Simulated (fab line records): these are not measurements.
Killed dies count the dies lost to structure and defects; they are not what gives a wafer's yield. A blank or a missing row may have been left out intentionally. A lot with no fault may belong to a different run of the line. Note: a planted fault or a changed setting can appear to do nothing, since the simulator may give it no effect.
Which tool was responsible?    flow sky130    11 lots with 33 wafers sampled at 3 steps, on a route of 708 steps

WHAT THE GAUGES READ, wafer by wafer
SKY_CONTACT_THK_MEAS_01.
lot   measured      on             CONTACT_CVD_00_THK (nm)
L316  day 31 03:00  film_metro-04  76.0 74.9 75.2
L317  day 31 13:52  film_metro-02  74.0 77.2 75.4
L318  day 31 23:29  film_metro-04  74.5 75.6 76.2
L319  day 32 03:52  film_metro-02  150.3 150.5 151.8
L321  day 33 01:49  film_metro-02  74.1 75.3 76.2
L325  day 34 17:45  film_metro-01  152.5 152.6 151.6
L330  day 36 07:38  film_metro-01  74.8 75.6 76.1
L328  day 36 09:56  film_metro-01  73.6 75.4 75.6
L333  day 36 16:17  film_metro-01  74.9 76.1 77.0
L335  day 37 03:47  film_metro-02  74.9 75.3 74.9
L336  day 37 18:17  film_metro-02  73.3 74.8 75.8

EACH LOT AND THE TOOL THAT RAN IT (in order: tool; ch and the chambers of the sampled wafers; start)
lot   SKY_SD_N_RTA_14                   SKY_CONTACT_CVD_00
L316  rtp_anneal-01 ch 0, day 28 16:20  pecvd-02 ch 1,2, day 31 02:58
L317  rtp_anneal-02 ch 0, day 29 02:39  pecvd-02 ch 0,2, day 31 13:49
L318  rtp_anneal-01 ch 0, day 29 12:34  pecvd-03 ch 0,1, day 31 23:26
L319  rtp_anneal-02 ch 0, day 29 17:07  pecvd-02 ch 1,2, day 32 03:00
L321  rtp_anneal-02 ch 0, day 30 16:09  pecvd-03 ch 1,2, day 33 01:46
L325  rtp_anneal-02 ch 0, day 32 08:19  pecvd-02 ch 0,2, day 34 17:00
L330  rtp_anneal-01 ch 0, day 33 23:07  pecvd-02 ch 0,1, day 36 07:35
L328  rtp_anneal-02 ch 0, day 34 01:47  pecvd-04 ch 0,1,2, day 36 09:55
L333  rtp_anneal-02 ch 0, day 34 09:12  pecvd-04 ch 0,2, day 36 16:16
L335  rtp_anneal-02 ch 0, day 34 19:25  pecvd-03 ch 0,2, day 37 03:43
L336  rtp_anneal-01 ch 0, day 35 11:27  pecvd-03 ch 0,2, day 37 18:14
- SKY_SD_N_RTA_14: time 2 s.
- SKY_CONTACT_CVD_00: deposits Si3N4, target thk 75 nm.

THE ANSWER, worked out from the rows above alone
Rule: the usual values come from the lots themselves. Put in order of their means at a reading, lots are off if they are a third of the lots or fewer, leave a main group of 4 or more, and stand apart from it by a gap of 3 or more times the standard deviation of the main group's means; of several such gaps the widest counts. A main group whose means are all the same, to the digits that the tables above print for the reading, isn't used. A lot without any number at a reading at which 4 lots or more have one is off too. The other lots that the step has rows for count as sound.
Off: at SKY_CONTACT_THK_MEAS_01 (CONTACT_CVD_00_THK), L319, L325. Main group: mean 75.3 nm, sd 0.38.
A tool fits if, at a process step before that reading, it ran every lot that is off, and no sound lot after the first of them. The gauges at SKY_CONTACT_THK_MEAS_01 are tried like those tools. None of those tried fits.

WHAT THE SIMULATOR HAD PUT IN
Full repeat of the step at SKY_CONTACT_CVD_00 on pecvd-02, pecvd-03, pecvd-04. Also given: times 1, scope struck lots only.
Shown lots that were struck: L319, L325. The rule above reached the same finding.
